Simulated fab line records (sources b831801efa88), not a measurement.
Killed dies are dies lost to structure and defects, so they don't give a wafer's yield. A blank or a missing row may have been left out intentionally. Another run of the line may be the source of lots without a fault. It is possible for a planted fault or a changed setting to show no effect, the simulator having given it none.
The tool behind it: which one? :: flow sky130 :: Sampling: 11 lots, 33 wafers, 4 of 708 route steps

## WHAT THE GAUGES SHOWED, per wafer
SKY_POLY_GATE_OVL_MEAS_14.
lot: L590
measured: day 16 13:10
on: overlay-02
POLY_GATE_OVL (nm): 0 -3 2

lot: L593
measured: day 17 06:49
on: overlay-02
POLY_GATE_OVL (nm): -8 -8 -9

lot: L596
measured: day 18 09:02
on: overlay-02
POLY_GATE_OVL (nm): -6 -5 -8

lot: L603
measured: day 21 12:20
on: overlay-01
POLY_GATE_OVL (nm): 3 5 2

lot: L604
measured: day 21 14:44
on: overlay-01
POLY_GATE_OVL (nm): -2 -3 3

lot: L606
measured: day 22 06:38
on: overlay-01
POLY_GATE_OVL (nm): -3 -1 -4

lot: L608
measured: day 22 17:44
on: overlay-01
POLY_GATE_OVL (nm): -11 -7 0

lot: L610
measured: day 23 09:05
on: overlay-02
POLY_GATE_OVL (nm): -10 -5 -10

lot: L611
measured: day 23 21:11
on: overlay-02
POLY_GATE_OVL (nm): 1 1 -2

lot: L612
measured: day 24 10:20
on: overlay-02
POLY_GATE_OVL (nm): -10 -7 -3

lot: L613
measured: day 24 16:23
on: overlay-01
POLY_GATE_OVL (nm): -8 -7 -1

SKY_LDD_HVN_TW_MEAS_10.
lot: L590
measured: day 20 12:55
on: film metro-03
LDD_HVN_TW: 1456 1451 1456

lot: L593
measured: day 21 08:18
on: film metro-03
LDD_HVN_TW: 1289 1283 1282 1283 1278 1282

lot: L596
measured: day 22 11:17
on: film metro-04
LDD_HVN_TW: 1248 1252 1244 1244 1250 1248

lot: L603
measured: day 25 10:00
on: film metro-01
LDD_HVN_TW: 1439 1430 1451

lot: L604
measured: day 25 10:52
on: film metro-01
LDD_HVN_TW: 1437 1430 1434

lot: L606
measured: day 26 02:41
on: film metro-03
LDD_HVN_TW: 1465 1473 1470

lot: L608
measured: day 26 14:15
on: film metro-01
LDD_HVN_TW: 1439 1442 1438

lot: L610
measured: day 27 03:21
on: film metro-03
LDD_HVN_TW: 1455 1464 1457

lot: L611
measured: day 27 17:32
on: film metro-01
LDD_HVN_TW: 1436 1427 1429

lot: L612
measured: day 28 06:15
on: film metro-03
LDD_HVN_TW: 1446 1454 1457

lot: L613
measured: day 28 09:25
on: film metro-03
LDD_HVN_TW: 1457 1455 1451

## WHICH TOOL RAN EACH LOT (tool, then ch and the chambers of the sampled wafers, then the start)
lot: L590
SKY_VT_ADJUST_PCH_STRIP_09: plasma asher-04 ch 0,1, day 10 10:24
SKY_LDD_HVN_IMPLANT_08: implanter-04 ch 0, day 20 12:41

lot: L593
SKY_VT_ADJUST_PCH_STRIP_09: plasma asher-02 ch 1, day 11 04:45
SKY_LDD_HVN_IMPLANT_08: implanter-04 ch 0, day 21 08:04

lot: L596
SKY_VT_ADJUST_PCH_STRIP_09: plasma asher-04 ch 0,1, day 12 03:52
SKY_LDD_HVN_IMPLANT_08: implanter-04 ch 0, day 22 11:02

lot: L603
SKY_VT_ADJUST_PCH_STRIP_09: plasma asher-03 ch 0,1, day 14 16:54
SKY_LDD_HVN_IMPLANT_08: implanter-03 ch 0, day 25 09:46

lot: L604
SKY_VT_ADJUST_PCH_STRIP_09: plasma asher-03 ch 0,1, day 14 18:27
SKY_LDD_HVN_IMPLANT_08: implanter-03 ch 0, day 25 10:37

lot: L606
SKY_VT_ADJUST_PCH_STRIP_09: plasma asher-03 ch 0,1, day 15 08:08
SKY_LDD_HVN_IMPLANT_08: implanter-02 ch 0, day 26 02:26

lot: L608
SKY_VT_ADJUST_PCH_STRIP_09: plasma asher-03 ch 0,1, day 15 21:11
SKY_LDD_HVN_IMPLANT_08: implanter-03 ch 0, day 26 14:00

lot: L610
SKY_VT_ADJUST_PCH_STRIP_09: plasma asher-03 ch 0, day 16 13:52
SKY_LDD_HVN_IMPLANT_08: implanter-02 ch 0, day 27 03:06

lot: L611
SKY_VT_ADJUST_PCH_STRIP_09: plasma asher-04 ch 0,1, day 17 00:32
SKY_LDD_HVN_IMPLANT_08: implanter-03 ch 0, day 27 17:17

lot: L612
SKY_VT_ADJUST_PCH_STRIP_09: plasma asher-03 ch 0, day 17 11:49
SKY_LDD_HVN_IMPLANT_08: implanter-04 ch 0, day 28 06:01

lot: L613
SKY_VT_ADJUST_PCH_STRIP_09: plasma asher-04 ch 0,1, day 17 16:12
SKY_LDD_HVN_IMPLANT_08: implanter-04 ch 0, day 28 09:11
- SKY_VT_ADJUST_PCH_STRIP_09: strips in O2/N2.
- SKY_LDD_HVN_IMPLANT_08

## WHAT THE TOOLS THEMSELVES READ (means of the sampled wafers that have a number; where no wafer has one, the mark that the record gives instead)
SKY_VT_ADJUST_PCH_STRIP_09.
lot: L590
tool: plasma asher-04
drypump motor current A (A): 5.8
oes product au (a.u.): 0.721
strip time to endpoint s (s): 36.90

lot: L593
tool: plasma asher-02
drypump motor current A (A): 6.4
oes product au (a.u.): 0.724
strip time to endpoint s (s): 36.91

lot: L596
tool: plasma asher-04
drypump motor current A (A): 5.8
oes product au (a.u.): 0.720
strip time to endpoint s (s): 36.84

lot: L603
tool: plasma asher-03
drypump motor current A (A): 5.9
oes product au (a.u.): 0.722
strip time to endpoint s (s): 37.05

lot: L604
tool: plasma asher-03
drypump motor current A (A): 5.9
oes product au (a.u.): 0.720
strip time to endpoint s (s): 36.90

lot: L606
tool: plasma asher-03
drypump motor current A (A): 5.9
oes product au (a.u.): 0.721
strip time to endpoint s (s): 37.08

lot: L608
tool: plasma asher-03
drypump motor current A (A): 5.9
oes product au (a.u.): 0.720
strip time to endpoint s (s): 37.04

lot: L610
tool: plasma asher-03
drypump motor current A (A): 5.2
oes product au (a.u.): 0.724
strip time to endpoint s (s): 36.82

lot: L611
tool: plasma asher-04
drypump motor current A (A): 5.8
oes product au (a.u.): 0.722
strip time to endpoint s (s): 36.90

lot: L612
tool: plasma asher-03
drypump motor current A (A): 5.2
oes product au (a.u.): 0.724
strip time to endpoint s (s): 36.93

lot: L613
tool: plasma asher-04
drypump motor current A (A): 5.8
oes product au (a.u.): 0.720
strip time to endpoint s (s): 36.98

SKY_LDD_HVN_IMPLANT_08.
lot: L590
tool: implanter-04
dose ions cm2: 3e+13
faraday current uA: 167
tilt deg (degrees): 40.012

lot: L593
tool: implanter-04
dose ions cm2: 2e+13
faraday current uA: 113
tilt deg (degrees): 39.993

lot: L596
tool: implanter-04
dose ions cm2: 2e+13
faraday current uA: 114
tilt deg (degrees): 40.008

lot: L603
tool: implanter-03
dose ions cm2: 3e+13
faraday current uA: 168
tilt deg (degrees): 39.980

lot: L604
tool: implanter-03
dose ions cm2: 3e+13
faraday current uA: 171
tilt deg (degrees): 39.993

lot: L606
tool: implanter-02
dose ions cm2: 3e+13
faraday current uA: 168
tilt deg (degrees): 39.997

lot: L608
tool: implanter-03
dose ions cm2: 3e+13
faraday current uA: 170
tilt deg (degrees): 39.992

lot: L610
tool: implanter-02
dose ions cm2: 3e+13
faraday current uA: 169
tilt deg (degrees): 40.014

lot: L611
tool: implanter-03
dose ions cm2: 3e+13
faraday current uA: 167
tilt deg (degrees): 39.999

lot: L612
tool: implanter-04
dose ions cm2: 3e+13
faraday current uA: 171
tilt deg (degrees): 39.997

lot: L613
tool: implanter-04
dose ions cm2: 3e+13
faraday current uA: 170
tilt deg (degrees): 40.012

## THE ANSWER, worked out from the rows above alone
Rule: usual is defined by the lots themselves. The widest of any qualifying gaps counts: lots, ordered by their means at a reading, are off when they make up no more than a third of the lots, leave a main group of 4 or more, and stand apart from it by 3 or more times the standard deviation of that group's means. If all means in a main group match to the digits the tables above print for the reading, that group is not used. A lot without any number at a reading at which 4 lots or more have one is off too. The other lots that the step has rows for count as sound. First the gauges in route order, then the tools' own readings, where a lot's mean is used as printed above. The first step at which some lot is off is used, and at that step the reading that is off furthest; a lot without a number counts as furthest.
Off: at SKY_LDD_HVN_TW_MEAS_10 (LDD_HVN_TW), L593, L596. Mean 1448 and standard deviation 12 in the main group.
If a tool, at a process step before that reading, ran all the lots that are off and no sound lot after the first of them, it fits. Not tried: the gauges at SKY_LDD_HVN_TW_MEAS_10; whatever is off there is also off at SKY_LDD_HVN_IMPLANT_08, on other tools, and gauge error can't account for it. Not one of the candidates tried fits.

## WHAT THE SIMULATOR PUT IN
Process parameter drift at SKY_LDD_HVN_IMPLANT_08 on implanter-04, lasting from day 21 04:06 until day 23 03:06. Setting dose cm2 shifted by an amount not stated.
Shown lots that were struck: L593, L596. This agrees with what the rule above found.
